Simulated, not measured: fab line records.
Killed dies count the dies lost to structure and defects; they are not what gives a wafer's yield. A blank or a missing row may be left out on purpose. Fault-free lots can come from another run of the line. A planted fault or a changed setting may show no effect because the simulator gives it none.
The same fault as seen by 2 desks / flow sky130 / only its own numbers are on each desk; what lay behind them is given at the end

## TOOL OWNER'S DESK, implanter-02
For each lot that ran on this tool, the mean over its sampled wafers that have a number, from the tool's own readings at SKY_VT_ADJUST_LVTN_IMPLANT_08. Marked OUT: a lot whose mean sits more than 4 standard deviations from the usual mean, which makes it out of limits; the brackets give that distance.
Columns: A = beam_energy_keV at SKY_VT_ADJUST_LVTN_IMPLANT_08, usual 29.998
lot=L578; first seen here=day 8 01:43; A=30.000
lot=L584; first seen here=day 9 15:52; A=30.000
lot=L585; first seen here=day 9 21:21; A=29.978
lot=L586; first seen here=day 10 02:55; A=30.015
This desk's finding: nothing out of limits on any of the 4 lots.

## AT THE METROLOGY DESK
Means of the sampled wafers that have a number, per lot and without regard to the tool the lot ran on: this is what the gauges read. Marked OUT: a lot whose mean sits more than 4 standard deviations from the usual mean, which makes it out of limits; the brackets give that distance.
Columns: A = cd_nm at SKY_FIELD_ISO_CD_MEAS_13, usual 150.2 nm; B = VT_ADJUST_LVTN_TW at SKY_VT_ADJUST_LVTN_TW_MEAS_10, usual 242.1
lot=L574; first seen here=day 2 05:32; A=149.7; B=241.3
lot=L575; first seen here=day 2 09:13; A=150.5; B=241.9
lot=L577; first seen here=day 2 20:16; A=152.4; B=242.3
lot=L578; first seen here=day 3 01:02; A=151.9; B=242.2
lot=L579; first seen here=day 3 07:05; A=151.0; B=242.9
lot=L584; first seen here=day 4 07:10; A=149.8; B=235.8 (-4.8) OUT
lot=L585; first seen here=day 4 13:04; A=147.4; B=235.7 (-5.0) OUT
lot=L586; first seen here=day 4 18:29; A=150.9; B=235.6 (-5.0) OUT
lot=L591; first seen here=day 5 20:47; A=149.4; B=240.9
lot=L592; first seen here=day 6 02:25; A=152.2; B=244.0
lot=L593; first seen here=day 6 07:43; A=149.9; B=240.8
lot=L595; first seen here=day 6 18:14; A=149.7; B=240.2
lot=L597; first seen here=day 7 07:38; A=151.0; B=244.4
Per this desk, out of limits: L584, L585, L586; the first was L584, day 9 16:05 (VT_ADJUST_LVTN_TW at SKY_VT_ADJUST_LVTN_TW_MEAS_10). L574, L575, L577, L578, L579, L591, L592, L593, L595, L597: within limits.

## PUT TOGETHER
On L584, L585, L586, the metrology desk was in a position to raise an alarm at day 9 16:05.
The tool owner's desk saw nothing out of limits.
The tool owner's desk has L584, L585, L586 on record, within its limits.
Every lot named ran SKY_VT_ADJUST_LVTN_IMPLANT_08 on implanter-02.

## WHAT WAS PUT IN BY THE SIMULATOR
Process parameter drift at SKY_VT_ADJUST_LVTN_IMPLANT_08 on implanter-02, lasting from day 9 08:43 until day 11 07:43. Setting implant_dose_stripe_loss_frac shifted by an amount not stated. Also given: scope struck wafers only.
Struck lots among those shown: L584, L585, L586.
Hours from the fault's start to each desk's first reading out of limits: the metrology desk, 7.
